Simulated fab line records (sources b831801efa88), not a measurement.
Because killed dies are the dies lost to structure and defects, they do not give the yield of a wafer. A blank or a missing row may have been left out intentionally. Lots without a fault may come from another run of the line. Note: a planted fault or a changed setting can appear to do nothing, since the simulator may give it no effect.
Which tool was responsible? :: flow gf180mcu :: 12 lots with 36 wafers sampled at 2 steps, on a route of 602 steps

## WHAT EACH GAUGE READ, for each wafer
GF_V4_THK_MEAS_03. Usual: V4_CVD_02_THK typically reads 851 nm, with standard deviation 12.
lot: L730
measured: day 24 10:19
on: film_metro-03
V4_CVD_02_THK (nm): 848 838 867
flag: 

lot: L732
measured: day 24 17:58
on: film_metro-02
V4_CVD_02_THK (nm): 860 858 873
flag: 

lot: L733
measured: day 25 03:53
on: film_metro-03
V4_CVD_02_THK (nm): 842 862 855
flag: 

lot: L734
measured: day 25 14:42
on: film_metro-02
V4_CVD_02_THK (nm): 838 847 864
flag: 

lot: L735
measured: day 25 16:12
on: film_metro-01
V4_CVD_02_THK (nm): 852 850 859
flag: 

lot: L737
measured: day 26 11:44
on: film_metro-02
V4_CVD_02_THK (nm): 829 846 848
flag: 

lot: L738
measured: day 26 23:16
on: film_metro-03
V4_CVD_02_THK (nm): 831 848 840
flag: 

lot: L745
measured: day 28 15:05
on: film_metro-03
V4_CVD_02_THK (nm): 840 864 840
flag: 

lot: L747
measured: day 29 08:13
on: film_metro-02
V4_CVD_02_THK (nm): 848 847 860
flag: 

lot: L748
measured: day 29 12:34
on: film_metro-01
V4_CVD_02_THK (nm): 852 868 868
flag: 

lot: L749
measured: day 29 20:23
on: film_metro-02
V4_CVD_02_THK (nm): 861 840 863
flag: 

lot: L751
measured: day 30 07:34
on: film_metro-03
V4_CVD_02_THK (nm): 858 843 876
flag: 

## EACH LOT AND THE TOOL THAT RAN IT (in order: tool; ch and the chambers of the sampled wafers; start)
lot: L730
GF_M4_SOFTBAKE_10: litho_track-03 ch 0, day 23 22:04

lot: L732
GF_M4_SOFTBAKE_10: litho_track-02 ch 0, day 24 06:05

lot: L733
GF_M4_SOFTBAKE_10: litho_track-01 ch 0, day 24 16:06

lot: L734
GF_M4_SOFTBAKE_10: litho_track-03 ch 0, day 25 02:28

lot: L735
GF_M4_SOFTBAKE_10: litho_track-02 ch 0, day 25 04:22

lot: L737
GF_M4_SOFTBAKE_10: litho_track-01 ch 0, day 26 00:08

lot: L738
GF_M4_SOFTBAKE_10: litho_track-02 ch 0, day 26 12:13

lot: L745
GF_M4_SOFTBAKE_10: litho_track-02 ch 0, day 28 04:10

lot: L747
GF_M4_SOFTBAKE_10: litho_track-02 ch 0, day 28 22:01

lot: L748
GF_M4_SOFTBAKE_10: litho_track-02 ch 0, day 29 02:38

lot: L749
GF_M4_SOFTBAKE_10: litho_track-02 ch 0, day 29 09:49

lot: L751
GF_M4_SOFTBAKE_10: litho_track-01 ch 0, day 29 21:03
- GF_M4_SOFTBAKE_10: time 62.05 s.

## WHAT THE TOOLS THEMSELVES READ (means of the sampled wafers that have a number; where no wafer has one, the mark that the record gives instead)
GF_M4_SOFTBAKE_10. Usual: plate_sensor_t_centre_C 131.02 C, standard deviation 0.01; plate_sensor_t_edge_C 131.21 C, standard deviation 0.0096.
lot: L730
tool: litho_track-03
plate_sensor_t_centre_C (C): 131.02
plate_sensor_t_edge_C (C): 131.21
flag: 

lot: L732
tool: litho_track-02
plate_sensor_t_centre_C (C): 131.02
plate_sensor_t_edge_C (C): 131.21
flag: 

lot: L733
tool: litho_track-01
plate_sensor_t_centre_C (C): 131.01
plate_sensor_t_edge_C (C): 131.20
flag: 

lot: L734
tool: litho_track-03
plate_sensor_t_centre_C (C): 131.02
plate_sensor_t_edge_C (C): 131.21
flag: 

lot: L735
tool: litho_track-02
plate_sensor_t_centre_C (C): 131.01
plate_sensor_t_edge_C (C): 131.21
flag: 

lot: L737
tool: litho_track-01
plate_sensor_t_centre_C (C): 131.02
plate_sensor_t_edge_C (C): 131.21
flag: 

lot: L738
tool: litho_track-02
plate_sensor_t_centre_C (C): 131.01
plate_sensor_t_edge_C (C): 131.21
flag: 

lot: L745
tool: litho_track-02
plate_sensor_t_centre_C (C): 131.03
plate_sensor_t_edge_C (C): 131.20
flag: 

lot: L747
tool: litho_track-02
plate_sensor_t_centre_C (C): 131.02
plate_sensor_t_edge_C (C): 131.21
flag: 

lot: L748
tool: litho_track-02
plate_sensor_t_centre_C (C): 131.02
plate_sensor_t_edge_C (C): 131.20
flag: 

lot: L749
tool: litho_track-02
plate_sensor_t_centre_C (C): 131.02
plate_sensor_t_edge_C (C): 131.22
flag: 

lot: L751
tool: litho_track-01
plate_sensor_t_centre_C (C): 131.01
plate_sensor_t_edge_C (C): 131.21
flag: 

## THE ANSWER, worked out from the rows above alone
Rule: lot off if the mean of its wafers having a number is beyond 3 standard deviations from the usual mean. Also off: a lot with no number at a reading for which 4 or more lots have one. Any other lot the step has rows for is counted as sound. After the gauges, taken in route order, come the tools' own readings; for these a lot's mean is taken, as printed above. The first step at which some lot is off is used, and at that step the reading that is off furthest; a lot without a number counts as furthest.
No lot is off on any of the readings shown, so nothing can be concluded from this.

## WHAT HAD BEEN PUT IN BY THE SIMULATOR
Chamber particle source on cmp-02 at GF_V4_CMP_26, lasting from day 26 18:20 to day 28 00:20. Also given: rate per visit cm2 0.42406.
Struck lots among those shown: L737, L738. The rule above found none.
